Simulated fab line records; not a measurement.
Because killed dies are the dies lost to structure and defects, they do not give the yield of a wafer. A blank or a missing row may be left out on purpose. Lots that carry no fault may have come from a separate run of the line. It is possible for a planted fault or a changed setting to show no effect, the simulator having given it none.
Struck lot and sound lot, side by side -- flow sky130 -- 15 out of 708 route steps
Sound: wafers L676.1, L676.2, L676.5. Struck: wafers L685.1, L685.3, L685.5. The cause comes at the end.
For every step that has rows: the tool of each side, followed by ch and its chambers, followed by its first start. Under that, the readings that differ: sound wafers -- struck wafers -- difference of the means -- sigmas: that difference in standard deviations of wafers without a fault.
alike: a reading whose means differ by less than 2 such deviations, as well as words and numbers matching on both sides. not compared: withheld readings; readings where some wafer has no value; bounds like >300 that might hide an equal value; numbers whose values overlap and for which the record gives no deviation.
A row with sigmas, a row that says differs or no value, or rows on one side alone: a step with any of these is where the two part. Numbers that don't overlap but have no deviation are shown without sigmas and don't part them. Lack of a reading on every wafer of one side parts them only where that side has two or more wafers.

first, 5 steps without rows for these wafers: SKY_VT_ADJUST_LVTN_COAT_02 (resist thk 3000 nm); SKY_VT_ADJUST_LVTN_SOFTBAKE_03; SKY_VT_ADJUST_LVTN_EXPOSE_04 (exposes mask NWM COMPLEMENT LESS NATIVE, target cd 840 nm); SKY_VT_ADJUST_LVTN_PEB_05; SKY_VT_ADJUST_LVTN_DEVELOP_06 (develop time 60 s).
SKY_VT_ADJUST_LVTN_OVL_MEAS_07:
  sound on overlay-01 at day 7 17:59; struck on overlay-01 at day 10 09:00
  alike: VT_ADJUST_LVTN_OVL
then, 1 step without rows for these wafers: SKY_VT_ADJUST_LVTN_IMPLANT_08.
SKY_VT_ADJUST_LVTN_STRIP_09: strips in O2/N2.
  sound on plasma_asher-02 ch 0,1, day 7 18:10; struck on plasma_asher-02 ch 0,1, day 10 09:11
  alike: drypump_motor_current_A, oes_product_au, strip_time_to_endpoint_s
  not compared: rf_hours_counter_h
SKY_VT_ADJUST_LVTN_TW_MEAS_10:
  sound on film_metro-01 at day 7 18:16; struck on film_metro-01 at day 10 09:17
  alike: VT_ADJUST_LVTN_TW
then, 3 steps without rows for these wafers: SKY_VT_ADJUST_LVTN_DEHYDRATE_11 (time 60 s); SKY_VT_ADJUST_LVTN_HMDS_12 (prime time 60 s); SKY_VT_ADJUST_LVTN_COAT_13 (resist thk 1140 nm).
SKY_VT_ADJUST_LVTN_SOFTBAKE_14: time 60 s.
  sound on litho_track-04 ch 0, day 8 05:08; struck on litho_track-04 ch 0, day 10 19:53
reading,sound,struck,difference,sigmas
run_length_s (s),89.32 89.19 89.34,98.68 98.56 98.65,+9.35,+67
then, 1 step without rows for these wafers: SKY_VT_ADJUST_LVTN_EXPOSE_15 (exposes mask HVN STD DERIVED, target cd 600 nm).
-- a jump in the record: the struck wafers' starts before and after are 38 days apart (it breaks off in module VT_ADJUST_LVTN and resumes in module PAD_OPEN, where the first step shown is number 708 of the route) --
SKY_PAD_OPEN_PROBE_99:
  sound on prober-01 at day 47 00:16; struck on prober-02 at day 49 00:14
reading,sound,struck,difference,sigmas
killed_open,57 60 62,41 38 42,-19,-3
  alike: killed_at_M0_to_M3, killed_at_M4_up, killed_at_contacts, killed_at_front_end, killed_at_other, killed_dies, killed_short

WHERE THEY PART
Last at SKY_PAD_OPEN_PROBE_99 as far as this record goes, first at SKY_VT_ADJUST_LVTN_SOFTBAKE_14.

WHY: the cause the simulator had injected
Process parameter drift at SKY_VT_ADJUST_LVTN_SOFTBAKE_14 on litho_track-04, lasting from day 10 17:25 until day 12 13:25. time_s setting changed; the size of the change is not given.
